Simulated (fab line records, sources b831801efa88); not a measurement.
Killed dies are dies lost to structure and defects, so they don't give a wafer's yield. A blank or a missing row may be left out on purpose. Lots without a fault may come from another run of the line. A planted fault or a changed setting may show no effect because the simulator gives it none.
Chamber matching | flow gf180mcu | GF_PASSIVATION_CVD_00 on pecvd-03: 3 sister chambers
The step deposits SiO2 from TEOS, target thk 1000 nm, time 111.95 s. 6 wafers are shown with their chamber, then 8 later ones without.

WAFERS WITH THEIR CHAMBER
wafer  | chamber | run_length_s (s) | heater_power_w (W)
L947.3 | 1       | 139.9            | 595
L947.5 | 0       | 139.5            | 668
L949.3 | 1       | 139.3            | 721
L949.4 | 2       | 139.8            | 692
L949.5 | 0       | 139.4            | 579
L950.3 | 2       | 140.0            | 592

WAFERS WITHOUT THEIR CHAMBER
wafer  | run_length_s (s) | heater_power_w (W)
L950.5 | 139.3            | 699
L950.6 | 139.5            | 602
L951.3 | 139.5            | 636
L951.5 | 139.8            | 682
L951.6 | 139.4            | 697
L952.1 | 139.8            | 611
L952.3 | 139.7            | 682
L952.5 | 139.9            | 677

WHICH CHAMBER EACH WENT THROUGH
wafer  | from the rows above          | in truth
L950.5 | can't be placed: 0 or 1 or 2 | 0
L950.6 | can't be placed: 0 or 1 or 2 | 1
L951.3 | can't be placed: 0 or 1 or 2 | 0
L951.5 | can't be placed: 2 or 1 or 0 | 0
L951.6 | can't be placed: 1 or 0 or 2 | 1
L952.1 | can't be placed: 2 or 1 or 0 | 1
L952.3 | can't be placed: 1 or 2 or 0 | 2
L952.5 | can't be placed: 2 or 1 or 0 | 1
Placed correctly: 0 of 8. Can't be placed from these rows: 8 (the true chamber is among the candidates in 8). Placed wrongly: 0.
How it was worked out, from the rows above alone: a wafer's distance from a chamber is the root of the sum, over the readings, of the square of ((its reading less the chamber's mean) divided by the reading's scatter). The wafer belongs to the nearest chamber; if the next one is less than 2 further off, it can't be placed. A chamber's mean is the mean of its shown wafers. The scatter: the root of (the sum of the squares of (reading less its chamber's mean) over the shown wafers, divided by (wafers less chambers)).
